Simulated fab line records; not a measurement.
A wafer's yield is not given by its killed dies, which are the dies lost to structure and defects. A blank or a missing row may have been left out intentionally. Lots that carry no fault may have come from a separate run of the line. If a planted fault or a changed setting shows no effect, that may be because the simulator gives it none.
Chamber matching :: flow sky130 :: rie_diel-03 running SKY_VIA3_ETCH_14: 4 sister chambers
The step etches BARC in N2/H2, stops on SiO2, time 45.9 s, target depth 60 nm. 8 wafers are shown with their chamber, then 8 later ones without.

WAFERS PAIRED WITH THEIR CHAMBERS
wafer: L086.1
chamber: 2
drypump_motor_current_A (A): 5.75
h2_flow_sccm (sccm): 200.1

wafer: L086.4
chamber: 1
drypump_motor_current_A (A): 5.82
h2_flow_sccm (sccm): 200.1

wafer: L086.6
chamber: 1
drypump_motor_current_A (A): 5.85
h2_flow_sccm (sccm): 199.0

wafer: L088.4
chamber: 2
drypump_motor_current_A (A): 5.77
h2_flow_sccm (sccm): 199.9

wafer: L092.1
chamber: 0
drypump_motor_current_A (A): 5.09
h2_flow_sccm (sccm): 199.9

wafer: L092.4
chamber: 0
drypump_motor_current_A (A): 5.07
h2_flow_sccm (sccm): 200.0

wafer: L092.5
chamber: 3
drypump_motor_current_A (A): 5.36
h2_flow_sccm (sccm): 198.9

wafer: L094.1
chamber: 3
drypump_motor_current_A (A): 5.36
h2_flow_sccm (sccm): 199.6

WAFERS WITHOUT THEIR CHAMBER
wafer: L094.2
drypump_motor_current_A (A): 5.84
h2_flow_sccm (sccm): 201.0

wafer: L094.5
drypump_motor_current_A (A): 5.06
h2_flow_sccm (sccm): 200.2

wafer: L096.2
drypump_motor_current_A (A): 5.74
h2_flow_sccm (sccm): 199.8

wafer: L096.4
drypump_motor_current_A (A): 5.85
h2_flow_sccm (sccm): 199.7

wafer: L096.5
drypump_motor_current_A (A): 5.72
h2_flow_sccm (sccm): 200.4

wafer: L097.1
drypump_motor_current_A (A): 5.04
h2_flow_sccm (sccm): 200.3

wafer: L097.2
drypump_motor_current_A (A): 5.76
h2_flow_sccm (sccm): 200.3

wafer: L097.3
drypump_motor_current_A (A): 5.38
h2_flow_sccm (sccm): 200.2

EACH ONE'S CHAMBER
wafer: L094.2
from the rows above: 1
in truth: 1

wafer: L094.5
from the rows above: 0
in truth: 0

wafer: L096.2
from the rows above: 2
in truth: 2

wafer: L096.4
from the rows above: 1
in truth: 1

wafer: L096.5
from the rows above: 2
in truth: 2

wafer: L097.1
from the rows above: 0
in truth: 0

wafer: L097.2
from the rows above: 2
in truth: 2

wafer: L097.3
from the rows above: 3
in truth: 3
Correctly placed: 8 of 8. Can't be placed from these rows: 0. Placed wrongly: 0.
How it was worked out, from the rows above alone: a wafer's distance from a chamber is the root of the sum, over the readings, of the square of ((its reading less the chamber's mean) divided by the reading's scatter). If the next closest chamber is less than 2 further off than the closest, the wafer can't be placed; otherwise it belongs to the closest. The mean given for a chamber averages the wafers shown for that chamber. The scatter: take each reading less its chamber's mean, square it, sum over the shown wafers, divide by the number of wafers less the number of chambers, and take the root.
